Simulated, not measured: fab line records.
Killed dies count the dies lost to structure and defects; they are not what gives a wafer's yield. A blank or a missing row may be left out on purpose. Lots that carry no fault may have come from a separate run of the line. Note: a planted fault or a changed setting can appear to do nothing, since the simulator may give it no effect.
Which tool did it? -- flow gf180mcu -- Sampling: 13 lots, 39 wafers, 4 of 602 route steps

== WHAT EACH GAUGE READ, for each wafer ==
GF_V2_THK_MEAS_25: measures by xrf. Usual: for V2_W_THK the level is 345 nm and the standard deviation is 4.3.
lot,measured,on,V2_W_THK (nm),flag
L568,day 20 14:10,filmMetro-03,342 346 349,
L569,day 21 13:57,filmMetro-03,349 348 349,
L571,day 22 04:30,filmMetro-01,345 353 350,
L570,day 22 09:14,filmMetro-04,336 343 338,
L572,day 22 16:13,filmMetro-01,344 344 343,
L573,day 22 20:04,filmMetro-03,347 346 351,
L574,day 23 11:07,filmMetro-03,355 352 355,
L580,day 25 07:59,filmMetro-04,344 347 346,
L581,day 25 12:01,filmMetro-04,347 344,
L588,day 27 17:28,filmMetro-04,343 346 346,
L589,day 28 03:29,filmMetro-03,344 342 345,
L590,day 28 08:48,filmMetro-04,346 347 349,
L591,day 28 13:26,filmMetro-01,344 352 350,

== TOOL THAT RAN EACH LOT (tool first, then ch and the chambers of the sampled wafers, then the start) ==
lot,GF_CONTACT_CMP_27,GF_V1_STRIP_18,GF_V2_CVD_23
L568,"cmp-02 ch 1,3, day 16 08:25","plasmaAsher-03 ch 0,1, day 18 08:32","cvdW-01 ch 0,1, day 20 13:56"
L569,"cmp-01 ch 0,2,3, day 17 06:26","plasmaAsher-01 ch 0,1, day 19 08:20","cvdW-01 ch 1, day 21 13:43"
L571,"cmp-02 ch 2,3, day 17 21:09","plasmaAsher-01 ch 0,1, day 19 23:59","cvdW-01 ch 0,1, day 22 04:16"
L570,"cmp-01 ch 0,1,3, day 18 01:47","plasmaAsher-03 ch 0,1, day 20 04:56","cvdW-02 ch 0,1, day 22 09:01"
L572,"cmp-01 ch 0,2, day 18 08:28","plasmaAsher-04 ch 0, day 20 12:02","cvdW-02 ch 1, day 22 15:59"
L573,"cmp-01 ch 1,2,3, day 18 13:56","plasmaAsher-04 ch 0,1, day 20 17:17","cvdW-01 ch 0,1, day 22 19:50"
L574,"cmp-01 ch 0,2,3, day 19 04:01","plasmaAsher-01 ch 0,1, day 21 06:59","cvdW-01 ch 0,1, day 23 10:53"
L580,"cmp-01 ch 1,2, day 21 05:24","plasmaAsher-03 ch 1, day 23 06:56","cvdW-01 ch 0,1, day 25 07:46"
L581,"cmp-02 ch 0,2,3, day 21 09:20","plasmaAsher-03 ch 0,1, day 23 10:38","cvdW-01 ch 0,1, day 25 11:49"
L588,"cmp-01 ch 0,3, day 23 20:21","plasmaAsher-03 ch 0,1, day 25 18:53","cvdW-01 ch 0,1, day 27 17:14"
L589,"cmp-01 ch 0,1,2, day 24 06:57","plasmaAsher-04 ch 0,1, day 26 05:17","cvdW-02 ch 0,1, day 28 03:16"
L590,"cmp-01 ch 1,2, day 24 12:18","plasmaAsher-04 ch 0,1, day 26 11:07","cvdW-01 ch 0,1, day 28 08:35"
L591,"cmp-02 ch 0,3, day 24 18:34","plasmaAsher-04 ch 0,1, day 26 15:56","cvdW-01 ch 0,1, day 28 13:11"
- GF_CONTACT_CMP_27: polishes, stops on SiO2, t overpolish 15 s, target thk 0 nm.
- GF_V1_STRIP_18: strips in O2/N2.
- GF_V2_CVD_23: deposits W, target thk 350 nm, time 104.94 s.

== AS READ BY THE TOOLS THEMSELVES (means over the sampled wafers that have a number; for cases with no such wafer, the mark the record gives instead) ==
GF_CONTACT_CMP_27. Usual: headPressurePsi 3.500 psi, standard deviation 0.0079; motorCurrentA 10.9 A, standard deviation 0.93; overpolishRunS 15.000 s, standard deviation 0.0092; timeToEndpointS 72 s, standard deviation 3.5.
lot,tool,headPressurePsi (psi),motorCurrentA (A),overpolishRunS (s),timeToEndpointS (s),flag
L568,cmp-02,3.500,11.4,14.988,70,
L569,cmp-01,3.494,10.9,15.010,74,
L571,cmp-02,3.498,10.5,14.991,73,
L570,cmp-01,3.499,10.8,15.000,79,
L572,cmp-01,3.500,10.2,14.999,72,
L573,cmp-01,3.504,11.0,14.994,73,
L574,cmp-01,3.492,10.9,15.004,73,
L580,cmp-01,3.505,10.4,15.007,69,
L581,cmp-02,3.497,10.3,10.013,87,OFF
L588,cmp-01,3.494,11.4,14.991,74,
L589,cmp-01,3.497,10.6,14.993,72,
L590,cmp-01,3.500,10.4,15.000,67,
L591,cmp-02,3.514,11.2,15.001,75,

GF_V1_STRIP_18. Usual: drypumpMotorCurrentA 5.5 A, standard deviation 0.45; heaterPowerW 351 W, standard deviation 39; oesProductAu 0.592 a.u., standard deviation 0.0047.
lot,tool,drypumpMotorCurrentA (A),heaterPowerW (W),oesProductAu (a.u.),flag
L568,plasmaAsher-03,5.6,369,0.592,
L569,plasmaAsher-01,5.8,330,0.592,
L571,plasmaAsher-01,5.8,330,0.589,
L570,plasmaAsher-03,5.3,335,0.594,
L572,plasmaAsher-04,5.1,355,0.598,
L573,plasmaAsher-04,5.3,365,0.592,
L574,plasmaAsher-01,5.9,326,0.590,
L580,plasmaAsher-03,4.8,299,0.588,
L581,plasmaAsher-03,5.4,348,0.596,
L588,plasmaAsher-03,5.6,376,0.591,
L589,plasmaAsher-04,5.3,370,0.591,
L590,plasmaAsher-04,5.3,362,0.593,
L591,plasmaAsher-04,5.3,361,0.590,

GF_V2_CVD_23. Usual: heaterPowerW 794 W, standard deviation 17.
lot,tool,heaterPowerW (W),flag
L568,cvdW-01,786,
L569,cvdW-01,787,
L571,cvdW-01,790,
L570,cvdW-02,798,
L572,cvdW-02,821,
L573,cvdW-01,791,
L574,cvdW-01,794,
L580,cvdW-01,787,
L581,cvdW-01,794,
L588,cvdW-01,783,
L589,cvdW-02,792,
L590,cvdW-01,791,
L591,cvdW-01,797,

== THE ANSWER, worked out from the rows above alone ==
Rule: lot off if the mean of its wafers having a number is beyond 3 standard deviations from the usual mean. A lot without any number at a reading at which 4 lots or more have one is off too. The other lots that the step has rows for count as sound. First the gauges in route order, then the tools' own readings, where a lot's mean is used as printed above. At the first step where some lot is off, the reading lying furthest off is the one used; lots without a number count as furthest.
Off: L581 (GF_CONTACT_CMP_27, overpolishRunS).
If a tool, at that step or one of the process steps before it, ran each lot that is off and ran no sound lot following the first of them, it fits. None of those tried fits.

== WHAT WAS PUT IN BY THE SIMULATOR ==
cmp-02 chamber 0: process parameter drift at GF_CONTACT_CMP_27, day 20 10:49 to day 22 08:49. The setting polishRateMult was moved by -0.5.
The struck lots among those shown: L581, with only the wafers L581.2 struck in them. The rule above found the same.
